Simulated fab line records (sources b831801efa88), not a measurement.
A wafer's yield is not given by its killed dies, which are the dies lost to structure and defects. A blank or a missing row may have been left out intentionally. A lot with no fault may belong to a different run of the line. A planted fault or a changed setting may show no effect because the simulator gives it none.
Matching of chambers + flow gf180mcu + GF_STI_ETCH_14 on rieSi-01 has 4 sister chambers
The step etches Si in HBr/Cl2/O2, target depth 360 nm, time 102.9 s. 8 wafers are shown with their chamber, then 9 later ones without.

## WAFERS, EACH WITH ITS CHAMBER
| wafer  | chamber | drypumpMotorCurrentA (A) | oesProductAu (a.u.) |
|--------|---------|--------------------------|---------------------|
| L196.6 | 3       | 6.0                      | 0.982               |
| L197.5 | 3       | 6.0                      | 0.987               |
| L203.1 | 0       | 5.6                      | 1.001               |
| L203.3 | 2       | 5.0                      | 1.002               |
| L203.6 | 1       | 6.0                      | 0.992               |
| L210.2 | 0       | 5.5                      | 0.992               |
| L210.5 | 1       | 6.0                      | 0.992               |
| L210.6 | 2       | 4.9                      | 0.999               |

## WAFERS WITHOUT THEIR CHAMBER
| wafer  | drypumpMotorCurrentA (A) | oesProductAu (a.u.) |
|--------|--------------------------|---------------------|
| L211.3 | 6.0                      | 1.002               |
| L211.4 | 6.0                      | 0.996               |
| L211.6 | 6.0                      | 1.000               |
| L212.2 | 6.0                      | 0.987               |
| L212.3 | 5.0                      | 0.998               |
| L212.6 | 6.0                      | 0.992               |
| L213.1 | 4.9                      | 0.991               |
| L213.4 | 5.5                      | 0.989               |
| L213.5 | 4.9                      | 0.993               |

## THE CHAMBER EACH PASSED THROUGH
| wafer  | from the rows above     | in truth |
|--------|-------------------------|----------|
| L211.3 | can't be placed: 1 or 3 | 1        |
| L211.4 | can't be placed: 1 or 3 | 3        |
| L211.6 | can't be placed: 1 or 3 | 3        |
| L212.2 | can't be placed: 3 or 1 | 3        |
| L212.3 | 2                       | 2        |
| L212.6 | can't be placed: 1 or 3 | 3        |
| L213.1 | 2                       | 2        |
| L213.4 | 0                       | 0        |
| L213.5 | 2                       | 2        |
Correctly placed: 4 of 9. Unplaceable from these rows: 5, with the true chamber sitting among the candidates in 5. Placed wrongly: 0.
How it was worked out, from the rows above alone: a wafer's distance from a chamber is the root of the sum, over the readings, of the square of ((its reading less the chamber's mean) divided by the reading's scatter). The wafer belongs to the nearest chamber; if the next one is less than 2 further off, it can't be placed. For every chamber, the mean is computed from those of its wafers that are shown. The scatter is the square root of a quotient: the sum, over the shown wafers, of each reading's squared deviation from its chamber's mean, divided by wafers minus chambers.
